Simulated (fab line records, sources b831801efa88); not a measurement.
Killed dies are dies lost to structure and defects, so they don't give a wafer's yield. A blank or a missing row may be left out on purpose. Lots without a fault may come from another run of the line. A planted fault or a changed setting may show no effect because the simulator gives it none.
fab line records | flow sky130
record lots=13 wafers=39 last_day=51
route steps=708 shown POLY_GATE@228 LDD_HVN@276 LDD_LDN@293
lots that met no fault: from a run of the same line without faults
start_h: hours from the record's first day to the start of the lot's first wafer shown | wait_h: hours since the lot's step before | " the same as in the row above | L1.1+2: a row that stands for several wafers | - no value, or no start given | * or withheld: withheld | < > ~ a bound
route shown NAME@n: a module of which the file shows steps, and the number in the route of the first | usual: mean/standard deviation of fault-free wafers | same: alike in all rows | chamber/n: place in a boat | sites: the reading at each site | _std_site: their standard deviation | _edge_site: outer sites' mean less inner sites' | radius_mm: how far each site lies from the wafer's centre | mask NAME#n: copy n | behind: the tool/chamber that last shaped the wafer | hold: why the lot was held/for how many hours/how that ended | device: the transistor (n, p or np) that didn't switch | end of line: the same wafers' tests at the end of the route | a step without rows: its recipe alone | killed: dies lost to structure and defects at the first sort, not the wafer's yield | map: a wafer's dies, x killed, . not, _ none there
set.NAME: the setting as run; set.NAME@STEP: as run at that earlier step | model.NAME: the simulator's own value behind a step, which no gauge read
steps of the route over a sample of lots; a table a step, a row a wafer
services: from which hour (start_h, from the record's first day; less than 0 if before it) a tool's chamber was out of use, for how many hours, and why
## steps
# step SKY_POLY_GATE_OVL_MEAS_14
# usual POLY_GATE_OVL=0/4.9
# columns lot.wafer tool chamber start_h wait_h POLY_GATE_OVL[nm]
L630.1 overlay-02 - 406.04 0.1 -4
L630.4 " - " " -1
L630.6 " - " " -3
L631.1 overlay-01 - 410.53 0.1 -3
L631.5 " - " " -4
L631.6 " - " " 1
L632.1 overlay-01 - 412.13 0.1 3
L632.2 " - " " 1
L632.3 " - " " 6
L634.2 overlay-02 - 438.82 0.1 0
L634.5 " - " " 2
L634.6 " - " " -4
L635.3 overlay-02 - 454.15 0.1 5
L635.5 " - " " -4
L635.6 " - " " 4
L636.1 overlay-02 - 454.22 0.1 3
L636.3 " - " " 1
L636.4 " - " " 0
L637.2 overlay-01 - 460.90 0.1 2
L637.4 " - " " 0
L637.6 " - " " 1
L638.2 overlay-01 - 469.40 0.1 -4
L638.3 " - " " -7
L638.6 " - " " 7
L639.1 overlay-01 - 474.19 0.1 10
L639.5 " - " " 10
L639.6 " - " " 6
L640.2 overlay-01 - 484.19 0.1 14
L640.3 " - " " 5
L640.4 " - " " 3
L641.1 overlay-02 - 509.62 0.1 7
L641.4 " - " " 9
L641.5 " - " " 0
L649.1 overlay-01 - 569.48 0.1 5
L649.2 " - " " 4
L649.5 " - " " 3
L650.4 overlay-01 - 576.86 0.1 -2
L650.5 " - " " -4
L650.6 " - " " 5
# step SKY_LDD_HVN_STRIP_09
# recipe chemistry=O2/N2 power_w=1400 pressure_mtorr=1500 platen_temp_c=withheld o2_flow_sccm=3000 n2_flow_sccm=300 overash_fraction=0.5
# usual drypump_motor_current_A=6.0/0.52 oes_product_au=0.408/0.0047 strip_time_to_endpoint_s=4.136/0.014
# columns lot.wafer tool chamber start_h wait_h drypump_motor_current_A oes_product_au rf_hours_counter_h strip_time_to_endpoint_s
L630.1 plasma_asher-01 0 502.05 0.1 6.4 0.406 40 4.130
L630.4 " 0 " " 6.4 0.409 - 4.152
L630.6 " 0 " " 6.4 0.411 - 4.144
L631.1 plasma_asher-03 1 506.92 0.1 6.5 0.413 65 4.150
L631.5 " 1 " " 6.4 0.407 - 4.149
L631.6 " 0 " " 5.4 0.406 - 4.143
L632.1 plasma_asher-01 0 507.60 0.1 6.4 0.408 40 4.145
L632.2 " 1 " " 6.5 0.408 40 4.152
L632.3 " 0 " " 6.4 0.413 - 4.139
L634.2 plasma_asher-02 0 534.31 0.1 5.5 0.408 9 4.153
L634.5 " 1 " " 5.4 0.410 - 4.151
L634.6 " 0 " " 5.4 0.410 - 4.144
L635.3 plasma_asher-01 1 547.94 0.1 6.5 0.407 - 4.162
L635.5 " 1 " " 6.5 0.411 - 4.152
L635.6 " 0 " " 6.4 0.402 - 4.143
L636.1 plasma_asher-02 1 548.00 0.1 5.4 0.411 11 4.113
L636.3 " 0 " " 5.5 0.408 - 4.114
L636.4 " 1 " " 5.4 0.402 - 4.141
L637.2 plasma_asher-03 0 554.97 0.1 5.4 0.408 70 4.127
L637.4 " 1 " " 6.4 0.417 - 4.127
L637.6 " 0 " " 5.3 0.411 - 4.131
L638.2 plasma_asher-02 1 565.36 0.1 5.4 0.405 12 4.127
L638.3 " 0 " " 5.4 0.408 - 4.133
L638.6 " 1 " " 5.4 0.414 - 4.146
L639.1 plasma_asher-03 0 566.92 0.1 5.3 0.418 71 4.151
L639.5 " 0 " " 5.3 0.402 - 4.126
L639.6 " 1 " " 6.4 0.406 - 4.133
L640.2 plasma_asher-02 0 579.29 0.1 5.4 0.409 14 4.118
L640.3 " 0 " " 5.5 0.401 - 4.118
L640.4 " 1 " " 5.4 0.410 - 4.133
L641.1 plasma_asher-03 0 602.90 0.1 5.3 0.407 75 4.128
L641.4 " 1 " " 6.4 0.405 - 4.140
L641.5 " 1 " " 6.5 0.404 - 4.129
L649.1 plasma_asher-03 1 662.11 0.1 6.4 0.412 81 4.146
L649.2 " 0 " " 5.3 0.413 81 4.138
L649.5 " 0 " " 5.4 0.407 - 4.119
L650.4 plasma_asher-03 1 667.66 0.1 6.4 0.408 - 4.151
L650.5 " 1 " " 6.4 0.409 - 4.157
L650.6 " 0 " " 5.4 0.411 - 4.186
# step SKY_LDD_LDN_EXPOSE_04
# recipe mask_id=LDNTM na=0.6 source_shape=conventional sigma_outer=0.6 polarization=unpolarized target_cd_nm=700 dose_mj=140
# same sigma_outer=0.6
# columns lot.wafer tool chamber start_h wait_h mask
L630.1+4+6 iline_stepper-02 0 547.10 - LDNTM#0
L631.1+5+6 iline_stepper-02 0 552.09 - LDNTM#0
L632.1+2+3 iline_stepper-01 0 553.84 - LDNTM#0
L634.2+5+6 iline_stepper-01 0 579.81 - LDNTM#0
L635.3+5+6 iline_stepper-02 0 593.40 - LDNTM#0
L636.1+3+4 iline_stepper-01 0 594.23 - LDNTM#0
L637.2+4+6 iline_stepper-02 0 600.29 - LDNTM#0
L638.2+3+6 iline_stepper-02 0 609.41 - LDNTM#0
L639.1+5+6 iline_stepper-02 0 611.69 - HVPTM#0
L640.2+3+4 iline_stepper-02 0 624.16 - LDNTM#0
L641.1+4+5 iline_stepper-02 0 647.29 - LDNTM#0
L649.1+2+5 iline_stepper-01 0 702.96 - LDNTM#0
L650.4+5+6 iline_stepper-01 0 709.71 - LDNTM#0
# step SKY_LDD_LDN_OVL_MEAS_07
# usual LDD_LDN_OVL=-0.5/1.4
# columns lot.wafer tool chamber start_h wait_h LDD_LDN_OVL[nm]
L630.1 overlay-01 - 562.25 0.1 0.7
L630.4 " - " " 1.1
L630.6 " - " " 0.8
L631.1 overlay-01 - 567.04 0.1 -0.1
L631.5 " - " " 1.3
L631.6 " - " " 0.7
L632.1 overlay-01 - 568.29 0.1 -1.3
L632.2 " - " " 0.3
L632.3 " - " " 1.6
L634.2 overlay-01 - 594.79 0.1 0.0
L634.5 " - " " -0.7
L634.6 " - " " -0.3
L635.3 overlay-01 - 607.71 0.1 -1.0
L635.5 " - " " -1.1
L635.6 " - " " -0.9
L636.1 overlay-01 - 608.36 0.1 -2.3
L636.3 " - " " -0.9
L636.4 " - " " -2.1
L637.2 overlay-02 - 614.27 0.1 0.1
L637.4 " - " " 0.2
L637.6 " - " " 0.9
L638.2 overlay-02 - 624.44 0.1 0.6
L638.3 " - " " 0.3
L638.6 " - " " 0.1
L639.1 overlay-02 - 626.89 0.1 -
L639.5 " - " " -
L639.6 " - " " -
L640.2 overlay-02 - 638.55 0.1 -1.5
L640.3 " - " " -0.3
L640.4 " - " " -0.2
L641.1 overlay-01 - 662.01 0.1 0.8
L641.4 " - " " 0.7
L641.5 " - " " -0.4
L649.1 overlay-01 - 717.41 0.1 -2.4
L649.2 " - " " -1.8
L649.5 " - " " -0.9
L650.4 overlay-02 - 723.66 0.1 -1.3
L650.5 " - " " -1.7
L650.6 " - " " 1.3
# step SKY_LDD_LDN_STRIP_12
# recipe chemistry=O2/N2 power_w=1400 pressure_mtorr=1500 platen_temp_c=withheld o2_flow_sccm=3000 n2_flow_sccm=300 overash_fraction=0.5
# usual drypump_motor_current_A=5.9/0.45 oes_product_au=0.716/0.0048 strip_time_to_endpoint_s=14.19/0.046
# columns lot.wafer tool chamber start_h wait_h drypump_motor_current_A oes_product_au rf_hours_counter_h strip_time_to_endpoint_s
L630.1 plasma_asher-04 0 562.88 0.1 5.5 0.714 88 14.13
L630.4 " 0 " " 5.5 0.723 - 14.09
L630.6 " 1 " " 5.6 0.715 - 14.12
L631.1 plasma_asher-03 0 567.67 0.1 5.4 0.710 71 14.19
L631.5 " 0 " " 5.3 0.721 - 14.21
L631.6 " 1 " " 6.4 0.712 - 14.21
L632.1 plasma_asher-04 0 568.92 0.1 5.5 0.723 89 14.15
L632.2 " 1 " " 5.6 0.721 89 14.17
L632.3 " 0 " " 5.6 0.719 - 14.16
L634.2 plasma_asher-04 1 595.42 0.1 5.6 0.706 91 14.15
L634.5 " 0 " " 5.5 0.703 - 14.23
L634.6 " 1 " " 5.6 0.720 - 14.16
L635.3 plasma_asher-04 1 608.36 0.1 5.6 0.709 - 14.17
L635.5 " 0 " " 5.5 0.710 - 14.13
L635.6 " 1 " " 5.6 0.723 - 14.16
L636.1 plasma_asher-04 1 609.00 0.1 5.7 0.712 92 14.21
L636.3 " 1 " " 5.6 0.714 - 14.26
L636.4 " 0 " " 5.5 0.710 - 14.19
L637.2 plasma_asher-04 1 614.90 0.1 5.6 0.714 93 14.22
L637.4 " 0 " " 5.5 0.715 - 14.23
L637.6 " 1 " " 5.6 0.713 - 14.23
L638.2 plasma_asher-04 1 625.07 0.1 5.6 0.723 94 14.29
L638.3 " 1 " " 5.6 0.714 - 14.27
L638.6 " 0 " " 5.6 0.717 - 14.24
L639.1 plasma_asher-01 0 627.52 0.1 6.4 0.707 52 14.18
L639.5 " 0 " " 6.4 0.714 - 14.19
L639.6 " 1 " " 6.5 0.717 - 14.19
L640.2 plasma_asher-03 1 639.18 0.1 6.5 0.713 79 14.23
L640.3 " 0 " " 5.3 0.720 - 14.24
L640.4 " 1 " " 6.4 0.726 - 14.20
L641.1 plasma_asher-04 0 662.65 0.1 5.5 0.710 98 14.15
L641.4 " 0 " " 5.5 0.716 - 14.18
L641.5 " 0 " " 5.5 0.718 - 14.14
L649.1 plasma_asher-03 0 718.05 0.1 5.4 0.714 87 14.19
L649.2 " 1 " " 6.4 0.719 87 14.16
L649.5 " 0 " " 5.3 0.715 - 14.17
L650.4 plasma_asher-03 1 724.32 0.1 6.4 0.717 - 14.20
L650.5 " 0 " " 5.3 0.719 - 14.21
L650.6 " 1 " " 6.4 0.716 - 14.21
# step SKY_LDD_LDN_TW_MEAS_13
# usual LDD_LDN_TW=1476/18
# columns lot.wafer tool chamber start_h wait_h LDD_LDN_TW
L630.1 film_metro-03 - 562.98 0.1 1490
L630.4 " - " " 1496
L630.6 " - " " 1486
L631.1 film_metro-01 - 567.77 0.1 1461
L631.5 " - " " 1466
L631.6 " - " " 1465
L632.1 film_metro-03 - 569.02 0.1 1487
L632.2 " - " " 1492
L632.3 " - " " 1489
L634.2 film_metro-02 - 595.53 0.1 1485
L634.5 " - " " 1494
L634.6 " - " " 1481
L635.3 film_metro-01 - 608.45 0.1 1459
L635.5 " - " " 1458
L635.6 " - " " 1457
L636.1 film_metro-03 - 609.10 0.1 1483
L636.3 " - " " 1489
L636.4 " - " " 1487
L637.2 film_metro-03 - 615.01 0.1 1490
L637.4 " - " " 1482
L637.6 " - " " 1490
L638.2 film_metro-01 - 625.18 0.1 1444
L638.3 " - " " 1443
L638.6 " - " " 1441
L639.1 film_metro-01 - 627.62 0.1 29
L639.5 " - " " 29
L639.6 " - " " 29
L640.2 film_metro-02 - 639.29 0.1 1495
L640.3 " - " " 1500
L640.4 " - " " 1494
L641.1 film_metro-01 - 662.75 0.1 1456
L641.4 " - " " 1459
L641.5 " - " " 1462
L649.1 film_metro-01 - 718.15 0.1 1447
L649.2 " - " " 1456
L649.5 " - " " 1451
L650.4 film_metro-02 - 724.41 0.1 1491
L650.5 " - " " 1488
L650.6 " - " " 1499
## services
# columns tool chamber start_h hours kind
iline_stepper-01 - 498.82 4.4 pm
plasma_asher-01 - 499.69 2.2 repair
plasma_asher-04 - 508.81 2.3 repair
iline_stepper-02 0 562.71 - calibration
plasma_asher-01 - 568.57 0.5 repair
plasma_asher-04 - 585.79 2.8 pm
iline_stepper-01 - 598.81 1.7 pm
iline_stepper-02 - 633.71 1.7 pm
plasma_asher-01 - 638.94 0.8 repair
plasma_asher-02 - 655.33 14.6 pm
iline_stepper-01 - 678.20 20.0 repair
iline_stepper-01 0 689.40 - calibration
plasma_asher-04 - 710.14 1.0 repair
## key
first_sign step=SKY_LDD_LDN_EXPOSE_04 reading=mask direction=changed
effect step=SKY_LDD_LDN_OVL_MEAS_07 reading=LDD_LDN_OVL direction=missing
effect step=SKY_LDD_LDN_TW_MEAS_13 reading=LDD_LDN_TW direction=down sigmas=79 usual=1476 struck=29
met_at SKY_LDD_LDN_EXPOSE_04
struck_lots L639
sort_left_out L639.1,L639.5,L639.6
tester_left_out L639
not_acting_at SKY_POLY_GATE_OVL_MEAS_14,SKY_LDD_HVN_STRIP_09,SKY_LDD_LDN_STRIP_12
onset_between 609.41 611.69
fault kind=wrong_mask tool=any chamber=- onset_h=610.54 steps=SKY_LDD_LDN_EXPOSE_04 aux_copy=HVPTM#0 scope=struck_lots_only
# tester_left_out: of these lots the tester's yield and bins aren't shown, on N5 and GAA mostly nor the transistor test; their killed dies are dies lost to structure and defects alone, not to doping, threshold or leakage, so they don't give the yield
# sort_left_out: the simulated sort isn't trusted on such a fault, so these wafers' sort isn't shown, and their yield isn't known
